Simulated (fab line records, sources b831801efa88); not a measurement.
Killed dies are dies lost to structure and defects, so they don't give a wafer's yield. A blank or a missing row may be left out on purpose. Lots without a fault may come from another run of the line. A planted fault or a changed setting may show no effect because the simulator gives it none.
Problem report in the 8D (eight disciplines) form, filled by code | flow gf180mcu | the parts of the form that need people (team, actions taken, sign-off) are left out

1. THE PROBLEM
V2_W_RS at GF_V2_RS_MEAS_24 reads a mean of 0.296 ohm/sq on 6 wafers of 2 lots; wafers without a fault read 0.328 ohm/sq with a standard deviation of 0.0048. That is -6.7 standard deviations from the usual mean.
The step: measures by four-point-probe.
First seen on wafer L561.1, day 22 21:38, on film_metro-01. The record holds 36 wafers of 12 lots with a number at this step. Rule for "out", or "out of limits": more than 4 standard deviations from the usual mean. The other wafers with a number count as sound.

2. WHAT IT IS AND WHAT IT IS NOT
question                    | is                           | is not
which readings at this step | V2_W_RS                      | -
which lots                  | L561, L563                   | L557, L558, L559, L560, L571, L573, L574, L575, L578, L579
which wafers of those lots  | all that have a number       | -
read on which gauges        | film_metro-01, film_metro-03 | film_metro-02
when                        | from day 22 21:38            | up to then (12 sound wafers); but 18 sound wafers of L571, L573, L574, L575, L578, L579 came after

3. SUSPECTS, AND WHAT RULES EACH OUT
Counting: a tool at a process step up to the reading stays a suspect if it ran every lot that is out and no sound lot after the first of them.
- the gauge at GF_V2_RS_MEAS_24: ruled out. The wafers that are out were read on 2 gauges (film_metro-01, film_metro-03).
- cvd_w-01 at GF_V2_CVD_23 (deposits W, target thk 350 nm, time 104.94 s): ruled out as a lasting fault. Sound lots L573, L574, L575, L578, L579 ran on it after its first lot that is out, L561 (day 22 21:31).
Left after counting: nothing in the record.

4. THE CAUSE (what the simulator had put in)
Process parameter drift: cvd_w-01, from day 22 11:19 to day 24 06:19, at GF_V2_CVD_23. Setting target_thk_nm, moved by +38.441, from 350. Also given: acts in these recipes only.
Counting ruled it out, wrongly: the rule takes a fault to strike every lot that its tool runs from its start on, and this one did not.

5. THE CHAIN OF EFFECTS, in route order
Each row: a reading whose mean over the struck wafers that have a number lies more than 3 standard deviations from the usual. Only readings for which the record gives a usual standard deviation are gone through. hours: the time from each lot's start at the first step in this table that gives one to its start at this step, as a median over the lots. sigmas: the change in usual standard deviations.
hours | step              | reading  | usual        | on struck wafers | change | sigmas
0     | GF_V2_RS_MEAS_24  | V2_W_RS  | 0.328 ohm/sq | 0.296            | -0.032 | -6.7
0     | GF_V2_THK_MEAS_25 | V2_W_THK | 354 nm       | 394              | +40    | +7.0

6. WHAT WOULD HAVE CAUGHT IT SOONER
In this record the first reading out of limits at a measuring or inspecting step was taken at day 22 21:38, 10 hours after the fault began at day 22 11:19.
Of the tool readings at GF_V2_CVD_23 for which the record gives a usual standard deviation, none was out on any struck wafer, so an alarm limit of 4 standard deviations on them would not have fired.
